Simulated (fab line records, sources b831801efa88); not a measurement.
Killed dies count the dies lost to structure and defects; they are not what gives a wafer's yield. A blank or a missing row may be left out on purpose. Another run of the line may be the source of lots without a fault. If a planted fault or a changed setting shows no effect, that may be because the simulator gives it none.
fab line records	flow sky130
[record] lots = 6	wafers = 18	last_day = 50
route steps=708 shown LDD_N@252 LDD_P@255 LDD_HVN@267 PAD_OPEN@708
lots that met no fault: taken from a fault-free run of the same line
start_h: the number of hours between the record's first day and the start of the first shown wafer of the lot	wait_h: hours elapsed since this lot's preceding step	" repeats the value in the row above	L1.1+2: a single row standing in for several wafers	- either no value or no given start	* or withheld: withheld	< > ~ a bound
route shown NAME@n: names a module that has steps shown in the file, with the first one's number in the route	usual: average and standard deviation across the fault-free wafers	same: alike in all rows	chamber/n: place in a boat	sites: readings site by site	_std_site: how widely they spread, as a standard deviation	_edge_site: outer sites' mean less inner sites'	radius_mm: for every site, how far away it sits from the centre of the wafer	mask NAME#n: copy n	behind: tool/chamber where the wafer was last shaped	hold: cause of the lot's hold/its duration in hours/its outcome	device: the transistor (n, p or np) that didn't switch	end of line: the same wafers' tests at the end of the route	a step without rows: its recipe alone	killed: dies that structure and defects cost at the first sort, which is not the same as the wafer's yield	map: dies across one wafer; x = killed, . = not, _ = none there
set.NAME: the run value of the setting; set.NAME@STEP: its run value at that earlier step	model.NAME: the simulator's own value behind a step, which no gauge read
lots at some steps of the route; a table a step, a row a wafer
services: the hour from which a tool's chamber was out of use, counted from the record's first day as start_h (under 0 if before that day), plus the number of hours and why
[[steps]]
[step SKY_LDD_N_IMPLANT_15]
[recipe] species = BF2	energy_kev = 50	dose_cm2 = 5e+12	tilt_deg = 30	rotation_deg = 270
[step SKY_LDD_N_STRIP_16]
[recipe] chemistry = O2/N2	power_w = 1400	pressure_mtorr = 1500	platen_temp_c = withheld	o2_flow_sccm = 3000	n2_flow_sccm = 300	overash_fraction = 0.5
[usual] drypump_motor_current_A = 5.4/0.45	oes_product_au = 0.407/0.0048	strip_time_to_endpoint_s = 4.323/0.017
lot.wafer	tool	chamber	start_h	wait_h	drypump_motor_current_A	oes_product_au	rf_hours_counter_h	strip_time_to_endpoint_s
L675.1	plasma_asher-03	1	434.99	0.1	5.5	0.405	0	4.305
L675.2	"	0	"	"	5.0	0.406	0	4.321
L675.4	"	1	"	"	5.5	0.409	-	4.324
L681.1	plasma_asher-01	1	477.85	0.1	5.0	0.408	68	4.332
L681.3	"	1	"	"	5.0	0.405	-	4.326
L681.5	"	0	"	"	5.4	0.404	-	4.327
L690.2	plasma_asher-03	0	556.89	0.1	5.0	0.406	12	4.313
L690.3	"	0	"	"	5.1	0.408	-	4.344
L690.4	"	1	"	"	5.5	0.412	-	4.320
L689.4	plasma_asher-01	0	559.02	0.1	5.4	0.402	-	4.291
L689.5	"	0	"	"	5.4	0.402	-	4.284
L689.6	"	1	"	"	5.0	0.408	-	4.317
L693.1	plasma_asher-01	0	583.15	0.1	5.4	0.410	79	4.332
L693.4	"	1	"	"	5.0	0.411	-	4.316
L693.6	"	1	"	"	5.0	0.407	-	4.330
L694.1	plasma_asher-01	1	595.65	0.1	5.0	0.397	80	4.341
L694.4	"	0	"	"	5.4	0.410	-	4.344
L694.6	"	0	"	"	5.4	0.406	-	4.351
[step SKY_LDD_N_TW_MEAS_17]
[usual] LDD_N_TW = 2551/20
lot.wafer	tool	chamber	start_h	wait_h	LDD_N_TW
L675.1	film_metro-03	-	435.09	0.1	2536
L675.2	"	-	"	"	2532
L675.4	"	-	"	"	2532
L681.1	film_metro-01	-	477.95	0.1	2534
L681.3	"	-	"	"	2548
L681.5	"	-	"	"	2548
L690.2	film_metro-04	-	557.00	0.1	2555
L690.3	"	-	"	"	2552
L690.4	"	-	"	"	2554
L689.4	film_metro-04	-	559.12	0.1	2548
L689.5	"	-	"	"	2535
L689.6	"	-	"	"	2559
L693.1	film_metro-03	-	583.25	0.1	2525
L693.4	"	-	"	"	2541
L693.6	"	-	"	"	2542
L694.1	film_metro-01	-	595.75	0.1	2587
L694.4	"	-	"	"	2571
L694.6	"	-	"	"	2584
[step SKY_LDD_P_DEHYDRATE_00]
[recipe] temp_c = 200	time_s = 60
[step SKY_LDD_P_HMDS_01]
[recipe] prime_time_s = 60	prime_temp_c = 120
[step SKY_LDD_P_COAT_02]
[recipe] resist = NOVOLAK	spin_rpm = 3000	resist_thk_nm = 1140
[step SKY_LDD_P_SOFTBAKE_03]
[recipe] temp_c = 90	time_s = 60	resist = NOVOLAK
[step SKY_LDD_P_EXPOSE_04]
[recipe] mask_id = PSDM	na = 0.6	source_shape = conventional	sigma_outer = 0.6	polarization = unpolarized	target_cd_nm = 380	dose_mj = 138
[step SKY_LDD_P_PEB_05]
[recipe] temp_c = withheld	time_s = *	resist = NOVOLAK
[step SKY_LDD_P_DEVELOP_06]
[recipe] resist = NOVOLAK	developer = TMAH	develop_time_s = 60	dev_temp_c = 23.82
[step SKY_LDD_P_CD_MEAS_07]
[recipe] target_cd_nm = 380
[usual] cd_nm = 380.8/2.6
lot.wafer	tool	chamber	start_h	wait_h	cd_nm
L675.1	cd_sem-01	-	466.22	0.1	383.4
L675.2	"	-	"	"	379.3
L675.4	"	-	"	"	382.9
L681.1	cd_sem-02	-	509.17	0.1	380.5
L681.3	"	-	"	"	381.6
L681.5	"	-	"	"	384.4
L690.2	cd_sem-02	-	585.83	0.1	383.4
L690.3	"	-	"	"	383.2
L690.4	"	-	"	"	382.3
L689.4	cd_sem-01	-	588.87	0.1	382.4
L689.5	"	-	"	"	381.2
L689.6	"	-	"	"	381.9
L693.1	cd_sem-02	-	612.32	0.1	377.2
L693.4	"	-	"	"	374.7
L693.6	"	-	"	"	376.5
L694.1	cd_sem-02	-	624.31	0.1	375.5
L694.4	"	-	"	"	373.1
L694.6	"	-	"	"	374.2
[step SKY_LDD_P_OVL_MEAS_08]
[usual] LDD_P_OVL = 1.2/1.7
lot.wafer	tool	chamber	start_h	wait_h	LDD_P_OVL[nm]
L675.1	overlay-02	-	466.34	0.1	1.3
L675.2	"	-	"	"	1.9
L675.4	"	-	"	"	0.0
L681.1	overlay-02	-	509.29	0.1	-0.4
L681.3	"	-	"	"	0.5
L681.5	"	-	"	"	-0.1
L690.2	overlay-01	-	585.94	0.1	0.5
L690.3	"	-	"	"	0.7
L690.4	"	-	"	"	0.6
L689.4	overlay-01	-	588.95	0.1	2.8
L689.5	"	-	"	"	-0.3
L689.6	"	-	"	"	1.7
L693.1	overlay-02	-	612.44	0.1	-0.6
L693.4	"	-	"	"	-0.3
L693.6	"	-	"	"	-1.2
L694.1	overlay-02	-	624.43	0.1	1.6
L694.4	"	-	"	"	2.2
L694.6	"	-	"	"	3.3
[step SKY_LDD_P_IMPLANT_09]
[recipe] species = BF2	energy_kev = 25	dose_cm2 = 1e+13	tilt_deg = withheld
lot.wafer	tool	chamber	start_h	wait_h
L675.1+2+4	implanter-02	0	466.37	0.0
L681.1+3+5	implanter-01	0	509.32	0.0
L690.2+3+4	implanter-02	0	585.99	0.0
L689.4+5+6	implanter-02	0	589.04	0.1
L693.1+4+6	implanter-04	0	612.47	0.0
L694.1+4+6	implanter-01	0	624.47	0.0
[step SKY_LDD_P_STRIP_10]
[recipe] chemistry = O2/N2	power_w = 1400	pressure_mtorr = 1500	platen_temp_c = withheld	o2_flow_sccm = 3000	n2_flow_sccm = 300	overash_fraction = 0.5
[usual] drypump_motor_current_A = 5.8/0.62	oes_product_au = 0.716/0.0046	strip_time_to_endpoint_s = 14.21/0.038
lot.wafer	tool	chamber	start_h	wait_h	drypump_motor_current_A	oes_product_au	rf_hours_counter_h	strip_time_to_endpoint_s
L675.1	plasma_asher-04	1	466.52	0.1	6.0	0.712	33	14.21
L675.2	"	0	"	"	6.7	0.712	33	14.18
L675.4	"	1	"	"	6.1	0.714	-	14.19
L681.1	plasma_asher-03	1	509.47	0.1	5.5	0.716	7	14.18
L681.3	"	0	"	"	5.1	0.709	-	14.16
L681.5	"	0	"	"	5.1	0.708	-	14.18
L690.2	plasma_asher-02	0	586.12	0.1	5.5	0.720	88	14.19
L690.3	"	1	"	"	6.7	0.717	-	14.24
L690.4	"	0	"	"	5.5	0.725	-	14.19
L689.4	plasma_asher-02	1	589.15	0.1	6.6	0.711	-	14.20
L689.5	"	0	"	"	5.5	0.718	-	14.18
L689.6	"	1	"	"	6.7	0.719	-	14.21
L693.1	plasma_asher-02	1	612.62	0.1	6.7	0.719	90	14.22
L693.4	"	1	"	"	6.7	0.708	-	14.27
L693.6	"	0	"	"	5.5	0.717	-	14.27
L694.1	plasma_asher-02	1	624.62	0.1	6.7	0.718	92	14.25
L694.4	"	1	"	"	6.7	0.718	-	14.25
L694.6	"	1	"	"	6.7	0.714	-	14.21
[step SKY_LDD_P_TW_MEAS_11]
[usual] LDD_P_TW = 627/3.5
lot.wafer	tool	chamber	start_h	wait_h	LDD_P_TW
L675.1	film_metro-02	-	466.62	0.1	631
L675.2	"	-	"	"	628
L675.4	"	-	"	"	624
L681.1	film_metro-02	-	509.57	0.1	625
L681.3	"	-	"	"	627
L681.5	"	-	"	"	626
L690.2	film_metro-04	-	586.23	0.1	598
L690.3	"	-	"	"	597
L690.4	"	-	"	"	597
L689.4	film_metro-02	-	589.25	0.1	604
L689.5	"	-	"	"	605
L689.6	"	-	"	"	606
L693.1	film_metro-02	-	612.72	0.1	628
L693.4	"	-	"	"	626
L693.6	"	-	"	"	628
L694.1	film_metro-04	-	624.72	0.1	630
L694.4	"	-	"	"	630
L694.6	"	-	"	"	631
[step SKY_LDD_HVN_DEHYDRATE_00]
[recipe] temp_c = 200	time_s = 60
[step SKY_PAD_OPEN_PROBE_99]
[usual] killed_at_M0_to_M3 = 44/7.9	killed_at_M4_up = 3.1/2	killed_at_contacts = 23/4.9	killed_at_front_end = 15/3.9	killed_at_other = 0.2/0.49	killed_dies = 86/10	killed_open = 47/7.1	killed_short = 39/7.1
[same] gross_dies = 492	killed_at_back_side = 0
lot.wafer	tool	chamber	start_h	wait_h	killed_at_M0_to_M3	killed_at_M4_up	killed_at_contacts	killed_at_front_end	killed_at_other	killed_dies	killed_open	killed_short	model.etest.tip_p.rs_ohm_sq_range	model.etest.tip_p.rs_ohm_sq	model.etest.tip_p.rs_ohm_sq_rim_less_centre	model.etest.pfet_01v8.drive_ua_um_range	model.etest.pfet_01v8.vt_v_range
L675.1	prober-01	-	1098.84	0.1	40	3	30	16	1	90	48	42	151.6	7042	-75.09	7.045	0.01807
L675.2	prober-01	-	1098.89	0.1	40	1	28	6	0	75	45	30	199.4	7007	-98.74	5.637	0.01196
L675.4	prober-01	-	1098.99	0.2	43	2	22	16	0	83	43	40	202.4	6997	-18.93	4.648	0.009142
L681.1	prober-01	-	1133.82	0.1	47	3	22	16	0	88	53	34	141.4	6941	107.4	7.446	0.01583
L681.3	prober-01	-	1133.92	0.2	39	2	22	17	0	80	46	30	189.1	6884	31.11	5.623	0.01316
L681.5	prober-01	-	1134.02	0.2	54	5	26	10	0	95	55	40	255	6944	52.03	9.367	0.02409
L690.2	prober-01	-	1170.72	0.1	57	0	17	17	0	91	50	41	1769	8516	-752.9	13.13	0.02649
L690.3	prober-01	-	1170.77	0.2	48	9	27	10	0	94	51	43	1877	8596	-883.6	5.756	0.0168
L690.4	prober-01	-	1170.82	0.2	51	3	30	12	0	96	62	33	1976	8581	-880.4	8.841	0.03117
L689.4	prober-02	-	1173.98	0.2	47	5	31	22	0	105	55	50	2013	8561	-755.4	14.06	0.02046
L689.5	prober-02	-	1174.03	0.2	37	2	18	15	0	72	36	36	1808	8484	-879	11.62	0.02312
L689.6	prober-02	-	1174.08	0.2	32	1	19	16	0	68	43	25	1788	8522	-880.3	7.077	0.02709
L693.1	prober-01	-	1186.32	0.1	50	0	20	16	1	87	50	35	210	6914	61.9	8.013	0.01607
L693.4	prober-01	-	1186.47	0.2	60	3	25	16	2	106	49	57	198.5	6930	2.913	9.521	0.01952
L693.6	prober-01	-	1186.57	0.2	28	4	19	14	0	65	36	29	141.2	6908	13.13	7.348	0.01216
L694.1	prober-02	-	1195.55	0.1	47	6	18	19	0	90	52	38	168.8	6718	-94.77	10.2	0.0224
L694.4	prober-02	-	1195.70	0.2	36	2	27	14	1	80	44	36	138.7	6721	16.93	7.381	0.01251
L694.6	prober-02	-	1195.80	0.2	47	5	20	16	0	88	51	37	157.4	6730	-18.92	5.581	0.01147
// killed by level:class
L675.1 LI_CONTACT:geometric_particle:open=12 VIA1:geometric_particle:open=10 LOCAL_INTERCONNECT:geometric_particle:short=7 CONTACT:geometric_particle:short=6 VIA2:geometric_particle:open=6 POLY_GATE:geometric_particle:short=5 METAL1:geometric_particle:short=5 VIA1:geometric_particle:short=5
L675.2 VIA3:geometric_particle:open=10 LOCAL_INTERCONNECT:geometric_particle:short=8 CONTACT:geometric_particle:open=7 CONTACT:geometric_particle:short=7 VIA1:geometric_particle:open=6 VIA2:geometric_particle:open=6 LI_CONTACT:geometric_particle:open=4 METAL1:geometric_particle:open=4
L675.4 CONTACT:geometric_particle:open=11 VIA1:geometric_particle:open=7 VIA3:geometric_particle:open=6 METAL1:geometric_particle:short=6 VIA2:geometric_particle:open=6 POLY_GATE:geometric_particle:short=4 METAL2:geometric_particle:short=4 METAL3:geometric_particle:short=4
L681.1 VIA1:geometric_particle:open=19 CONTACT:geometric_particle:open=9 LI_CONTACT:geometric_particle:open=7 VIA1:geometric_particle:short=7 POLY_GATE:geometric_particle:open=6 VIA2:geometric_particle:open=6 FIELD_ISO:geometric_particle:short=5 METAL3:geometric_particle:short=4
L681.3 CONTACT:geometric_particle:open=11 VIA1:geometric_particle:open=10 VIA1:geometric_particle:short=6 LI_CONTACT:geometric_particle:open=5 VIA3:geometric_particle:open=4 METAL2:geometric_particle:short=4 POLY_GATE:area_etch=4 FIELD_ISO:geometric_particle:open=3
L681.5 VIA1:geometric_particle:open=20 METAL2:geometric_particle:short=10 CONTACT:geometric_particle:open=8 LI_CONTACT:geometric_particle:open=7 VIA2:geometric_particle:open=6 CONTACT:geometric_particle:short=5 METAL1:geometric_particle:short=5 POLY_GATE:geometric_particle:open=3
L690.2 VIA1:geometric_particle:open=13 CONTACT:geometric_particle:open=8 FIELD_ISO:geometric_particle:short=6 METAL1:geometric_particle:short=6 VIA2:geometric_particle:open=5 VIA1:geometric_particle:short=5 VIA3:geometric_particle:open=5 METAL3:geometric_particle:short=5
L690.3 VIA1:geometric_particle:open=11 LI_CONTACT:geometric_particle:open=9 METAL4:geometric_particle:short=7 VIA2:geometric_particle:open=7 VIA3:geometric_particle:open=6 CONTACT:geometric_particle:open=6 METAL1:geometric_particle:short=6 METAL2:geometric_particle:short=5
L690.4 CONTACT:geometric_particle:open=16 VIA3:geometric_particle:open=11 VIA1:geometric_particle:open=9 LI_CONTACT:geometric_particle:open=8 VIA1:geometric_particle:short=8 METAL2:geometric_particle:short=5 CONTACT:geometric_particle:short=5 VIA2:geometric_particle:open=4
L689.4 CONTACT:geometric_particle:open=12 VIA1:geometric_particle:open=10 LI_CONTACT:geometric_particle:open=9 VIA3:geometric_particle:open=8 POLY_GATE:geometric_particle:short=7 METAL2:geometric_particle:short=6 VIA1:geometric_particle:short=5 METAL1:geometric_particle:short=5
L689.5 CONTACT:geometric_particle:open=8 VIA1:geometric_particle:short=7 FIELD_ISO:geometric_particle:short=5 VIA1:geometric_particle:open=5 LI_CONTACT:geometric_particle:open=4 METAL1:geometric_particle:short=4 VIA2:geometric_particle:open=4 POLY_GATE:geometric_particle:open=3
L689.6 VIA1:geometric_particle:open=9 LI_CONTACT:geometric_particle:open=8 VIA2:geometric_particle:open=7 CONTACT:geometric_particle:open=5 CONTACT:geometric_particle:short=4 VIA1:geometric_particle:short=4 FIELD_ISO:geometric_particle:short=3 POLY_GATE:geometric_particle:short=3
L693.1 VIA3:geometric_particle:open=10 VIA2:geometric_particle:open=8 VIA1:geometric_particle:open=7 VIA1:geometric_particle:short=7 METAL1:geometric_particle:short=6 LOCAL_INTERCONNECT:geometric_particle:short=5 CONTACT:geometric_particle:short=5 CONTACT:geometric_particle:open=4
L693.4 METAL1:geometric_particle:short=12 CONTACT:geometric_particle:open=10 VIA3:geometric_particle:open=9 VIA1:geometric_particle:open=8 POLY_GATE:geometric_particle:short=8 VIA1:geometric_particle:short=7 VIA2:geometric_particle:open=6 CONTACT:geometric_particle:short=5
L693.6 CONTACT:geometric_particle:open=8 VIA3:geometric_particle:open=7 FIELD_ISO:geometric_particle:short=5 POLY_GATE:geometric_particle:open=4 LI_CONTACT:geometric_particle:open=4 LI_CONTACT:geometric_particle:short=4 METAL1:geometric_particle:short=4 VIA1:geometric_particle:open=4
L694.1 VIA3:geometric_particle:open=10 VIA1:geometric_particle:open=9 VIA2:geometric_particle:open=7 VIA1:geometric_particle:short=6 METAL3:geometric_particle:open=6 FIELD_ISO:geometric_particle:open=5 LOCAL_INTERCONNECT:geometric_particle:short=5 CONTACT:geometric_particle:short=5
L694.4 CONTACT:geometric_particle:open=12 VIA1:geometric_particle:open=7 METAL1:geometric_particle:short=6 FIELD_ISO:geometric_particle:open=5 CONTACT:geometric_particle:short=5 METAL3:geometric_particle:short=5 METAL2:geometric_particle:short=5 VIA2:geometric_particle:open=5
L694.6 FIELD_ISO:geometric_particle:open=10 VIA1:geometric_particle:open=9 VIA2:geometric_particle:open=8 LI_CONTACT:geometric_particle:open=7 VIA3:geometric_particle:open=7 METAL2:geometric_particle:short=6 METAL3:geometric_particle:short=6 CONTACT:geometric_particle:open=5
[[services]]
tool	chamber	start_h	hours	kind
plasma_asher-02	-	419.46	2.7	repair
plasma_asher-03	-	421.25	9.0	pm
plasma_asher-03	0	421.25	9.0	vent_cycle
plasma_asher-03	1	421.25	9.0	vent_cycle
plasma_asher-03	0	430.25	-	clean
plasma_asher-03	1	430.25	-	clean
plasma_asher-04	-	430.45	1.0	repair
implanter-02	-	430.52	1.6	repair
implanter-02	-	437.27	3.5	repair
implanter-02	-	472.12	1.3	repair
implanter-02	-	511.91	2.9	pm
implanter-04	-	529.60	3.1	pm
implanter-02	-	535.03	6.1	pm
implanter-01	-	546.55	6.4	repair
plasma_asher-01	-	617.43	1.3	repair
implanter-04	-	623.32	5.3	pm
[[key]]
[first_sign] step = SKY_LDD_P_TW_MEAS_11	reading = LDD_P_TW	direction = down	sigmas = 7.6	usual = 627	struck = 601
effect none on later readings
[model_effect] step = SKY_PAD_OPEN_PROBE_99	value = etest.tip_p.rs_ohm_sq_range	without = 226.1	struck = 1872
met_at SKY_LDD_P_IMPLANT_09
struck_wafers L689.4,L689.5,L689.6,L690.2,L690.3,L690.4
tester_left_out L689,L690
onset_between 466.37 585.99
[fault] kind = process_parameter_drift	tool = implanter-02	chamber = -	onset_h = 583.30	steps = SKY_LDD_P_IMPLANT_09	channel = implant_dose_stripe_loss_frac	offset = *	shape = step	end_h = 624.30
// tester_left_out: of these lots the tester's yield and bins aren't shown, on N5 and GAA mostly nor the transistor test; their killed dies are dies lost to structure and defects alone, not to doping, threshold or leakage, so they don't give the yield
